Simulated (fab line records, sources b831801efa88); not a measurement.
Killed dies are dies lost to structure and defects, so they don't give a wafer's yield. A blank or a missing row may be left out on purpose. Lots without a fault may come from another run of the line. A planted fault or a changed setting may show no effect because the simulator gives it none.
Which tool did it? | flow sky130 | 12 lots, 36 wafers sampled, at 6 steps of a route of 708

WHAT THE GAUGES READ, wafer by wafer
SKY_LDD_P_TW_MEAS_11. Usual: LDD_P_TW 631, standard deviation 8.1.
lot  | measured     | on            | LDD_P_TW    | flag
L680 | day 19 04:49 | film_metro-01 | 628 628 630 |
L685 | day 21 01:02 | film_metro-02 | 645 645 646 |
L686 | day 21 01:26 | film_metro-02 | 646 646 647 |
L687 | day 21 19:28 | film_metro-03 | 626 622 622 |
L689 | day 22 11:51 | film_metro-01 | 624 624 628 |
L690 | day 22 22:30 | film_metro-03 | 624 625 622 |
L691 | day 23 17:27 | film_metro-01 | 628 629 630 |
L697 | day 25 10:37 | film_metro-01 | 624 624 627 |
L698 | day 25 21:27 | film_metro-03 | 619 619 617 |
L699 | day 26 08:07 | film_metro-01 | 626 632 627 |
L702 | day 28 11:59 | film_metro-02 | 645 646 643 |
L701 | day 28 16:12 | film_metro-03 | 623 624 623 |

SKY_RES_XHIGH_TW_MEAS_09. Usual: RES_XHIGH_TW 1633, standard deviation 20.
lot  | measured     | on            | RES_XHIGH_TW   | flag
L680 | day 26 21:47 | film_metro-02 | 1667 1665 1680 |
L685 | day 28 16:20 | film_metro-03 | 1627 1617 1613 |
L686 | day 28 16:56 | film_metro-04 | 1621 1624 1624 |
L687 | day 29 11:03 | film_metro-03 | 1639 1632 1633 |
L689 | day 30 00:12 | film_metro-03 | 1633 1632 1626 |
L690 | day 30 07:05 | film_metro-03 | 1627 1615 1619 |
L691 | day 31 03:08 | film_metro-02 | 1671 1670 1663 |
L697 | day 32 14:42 | film_metro-02 | 1662 1659 1663 |
L698 | day 33 01:44 | film_metro-02 | 1329 1336 1338 | OFF
L699 | day 33 12:58 | film_metro-04 | 1303 1307 1295 | OFF
L702 | day 35 10:58 | film_metro-04 | 1632 1632 1624 |
L701 | day 35 14:54 | film_metro-03 | 1617 1615 1613 |

SKY_SD_N_TW_MEAS_12. Usual: SD_N_TW 3964, standard deviation 45.
lot  | measured     | on            | SD_N_TW        | flag
L680 | day 28 02:23 | film_metro-03 | 3891 3913 3929 |
L685 | day 29 20:41 | film_metro-04 | 3957 3945 3960 |
L686 | day 29 21:22 | film_metro-04 | 3962 3944 3935 |
L687 | day 30 15:31 | film_metro-04 | 3938 3944 3972 |
L689 | day 31 04:32 | film_metro-02 | 4039 4063 4045 |
L690 | day 31 11:33 | film_metro-02 | 4058 4047 4030 |
L691 | day 32 06:26 | film_metro-03 | 3910 3929 3925 |
L697 | day 33 17:55 | film_metro-02 | 4000 3983 3991 |
L698 | day 34 04:32 | film_metro-04 | 3882 3902 3907 |
L699 | day 34 15:28 | film_metro-02 | 4007 4034 4006 |
L702 | day 36 13:22 | film_metro-03 | 3922 3919 3927 |
L701 | day 36 16:54 | film_metro-04 | 3936 3927 3927 |

SKY_SD_N_RS_MEAS_18: measures by four-point-probe. Usual: RES_XHIGH_RS 333.1 ohm/sq, standard deviation 1.2.
lot  | measured     | on            | RES_XHIGH_RS (ohm/sq) | flag
L680 | day 28 02:56 | film_metro-02 | 333.1 333.7 333.5     |
L685 | day 29 21:13 | film_metro-02 | 333.1 333.1 333.8     |
L686 | day 29 21:54 | film_metro-02 | 332.0 330.7 331.7     |
L687 | day 30 16:03 | film_metro-02 | 332.7 333.3 332.2     |
L689 | day 31 05:04 | film_metro-03 | 331.9 330.6 330.8     |
L690 | day 31 12:05 | film_metro-04 | 334.2 333.3 334.2     |
L691 | day 32 06:58 | film_metro-04 | 333.4 334.3 333.1     |
L697 | day 33 18:28 | film_metro-04 | 335.0 333.8 335.2     |
L698 | day 34 05:04 | film_metro-02 | 590.1 589.5 588.4     | OFF
L699 | day 34 16:01 | film_metro-02 | 592.1 590.0 595.3     | OFF
L702 | day 36 13:54 | film_metro-03 | 331.7 331.3 333.0     |
L701 | day 36 17:26 | film_metro-02 | 331.6 331.7 332.8     |

WHICH TOOL RAN EACH LOT (tool, then ch and the chambers of the sampled wafers, then the start)
lot  | SKY_LDD_P_STRIP_10                   | SKY_RES_XHIGH_IMPLANT_07
L680 | plasma_asher-04 ch 0,1, day 19 04:44 | implanter-02 ch 0, day 26 21:34
L685 | plasma_asher-04 ch 0,1, day 21 00:56 | implanter-02 ch 0, day 28 16:05
L686 | plasma_asher-01 ch 0,1, day 21 01:20 | implanter-02 ch 0, day 28 16:41
L687 | plasma_asher-03 ch 0,1, day 21 19:23 | implanter-01 ch 0, day 29 10:50
L689 | plasma_asher-01 ch 0,1, day 22 11:44 | implanter-02 ch 0, day 29 23:58
L690 | plasma_asher-01 ch 0,1, day 22 22:23 | implanter-02 ch 0, day 30 06:52
L691 | plasma_asher-04 ch 0,1, day 23 17:20 | implanter-01 ch 0, day 31 02:53
L697 | plasma_asher-04 ch 0,1, day 25 10:32 | implanter-02 ch 0, day 32 14:29
L698 | plasma_asher-03 ch 0,1, day 25 21:20 | implanter-02 ch 0, day 33 01:31
L699 | plasma_asher-03 ch 0,1, day 26 08:02 | implanter-02 ch 0, day 33 12:44
L702 | plasma_asher-04 ch 0,1, day 28 11:53 | implanter-01 ch 0, day 35 10:43
L701 | plasma_asher-03 ch 0,1, day 28 16:05 | implanter-01 ch 0, day 35 14:40
- SKY_LDD_P_STRIP_10: strips in O2/N2.
- SKY_RES_XHIGH_IMPLANT_07

WHAT THE TOOLS THEMSELVES READ (means of the sampled wafers that have a number; where no wafer has one, the mark that the record gives instead)
SKY_LDD_P_STRIP_10. Usual: drypump_motor_current_A 6.0 A, standard deviation 0.41; oes_product_au 0.716 a.u., standard deviation 0.0045; strip_time_to_endpoint_s 14.15 s, standard deviation 0.044.
lot  | tool            | drypump_motor_current_A (A) | oes_product_au (a.u.) | strip_time_to_endpoint_s (s) | flag
L680 | plasma_asher-04 | 6.0                         | 0.714                 | 14.12                        |
L685 | plasma_asher-04 | 6.0                         | 0.714                 | 14.16                        |
L686 | plasma_asher-01 | 5.9                         | 0.717                 | 14.20                        |
L687 | plasma_asher-03 | 6.2                         | 0.718                 | 14.18                        |
L689 | plasma_asher-01 | 5.9                         | 0.716                 | 14.14                        |
L690 | plasma_asher-01 | 5.9                         | 0.720                 | 14.17                        |
L691 | plasma_asher-04 | 6.2                         | 0.721                 | 14.10                        |
L697 | plasma_asher-04 | 6.0                         | 0.715                 | 14.22                        |
L698 | plasma_asher-03 | 6.2                         | 0.713                 | 14.12                        |
L699 | plasma_asher-03 | 6.2                         | 0.717                 | 14.06                        |
L702 | plasma_asher-04 | 6.2                         | 0.714                 | 14.16                        |
L701 | plasma_asher-03 | 6.2                         | 0.717                 | 14.21                        |

SKY_RES_XHIGH_IMPLANT_07. Usual: beam_on_s 34.9 s, standard deviation 1.9; dose_ions_cm2 3.6e+14, standard deviation 4.3e+11.
lot  | tool         | beam_on_s (s) | dose_ions_cm2 | flag
L680 | implanter-02 | 34.5          | 3.6e+14       |
L685 | implanter-02 | 33.2          | 3.6e+14       |
L686 | implanter-02 | 34.6          | 3.6e+14       |
L687 | implanter-01 | 35.1          | 3.6e+14       |
L689 | implanter-02 | 34.4          | 3.6e+14       |
L690 | implanter-02 | 34.4          | 3.6e+14       |
L691 | implanter-01 | 35.0          | 3.6e+14       |
L697 | implanter-02 | 34.3          | 3.6e+14       |
L698 | implanter-02 | 16.6          | 1.8e+14       | OFF
L699 | implanter-02 | 16.9          | 1.8e+14       | OFF
L702 | implanter-01 | 34.5          | 3.6e+14       |
L701 | implanter-01 | 35.5          | 3.6e+14       |

THE ANSWER, worked out from the rows above alone
Rule: a lot is off if the mean of its wafers that have a number lies more than 3 standard deviations from the usual mean. A lot without any number at a reading at which 4 lots or more have one is off too. The other lots that the step has rows for count as sound. The gauges are gone through in route order, then the tools' own readings, and for those a lot's mean is taken as printed above. The first step at which some lot is off is used, and at that step the reading that is off furthest; a lot without a number counts as furthest.
Off: L698, L699, at SKY_RES_XHIGH_TW_MEAS_09 (RES_XHIGH_TW).
A tool fits if, at a process step before that reading, it ran every lot that is off, and no sound lot after the first of them. The gauges at SKY_RES_XHIGH_TW_MEAS_09 aren't tried: what is off there is off at SKY_RES_XHIGH_IMPLANT_07 too, on other tools, and a gauge's error can't cause that. One fits: implanter-02 at SKY_RES_XHIGH_IMPLANT_07. Its last sound lot is L697 (day 32 14:29), its first lot that is off L698 (day 33 01:31): a fault that began between those two fits.
The tool's own readings at SKY_RES_XHIGH_IMPLANT_07 bear it out: on the lots that are off they differ by more than 5 times the standard deviation of the sound lots' means. beam_on_s reads 16.8 s there against 34.5 s on the sound lots; dose_ions_cm2 reads 1.8e+14 there against 3.6e+14 on the sound lots.

WHAT THE SIMULATOR HAD PUT IN
Process parameter drift: implanter-02, from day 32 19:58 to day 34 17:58, at SKY_RES_XHIGH_IMPLANT_07. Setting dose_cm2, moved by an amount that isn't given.
Lots struck among those shown: L698, L699. The rule above found the same.
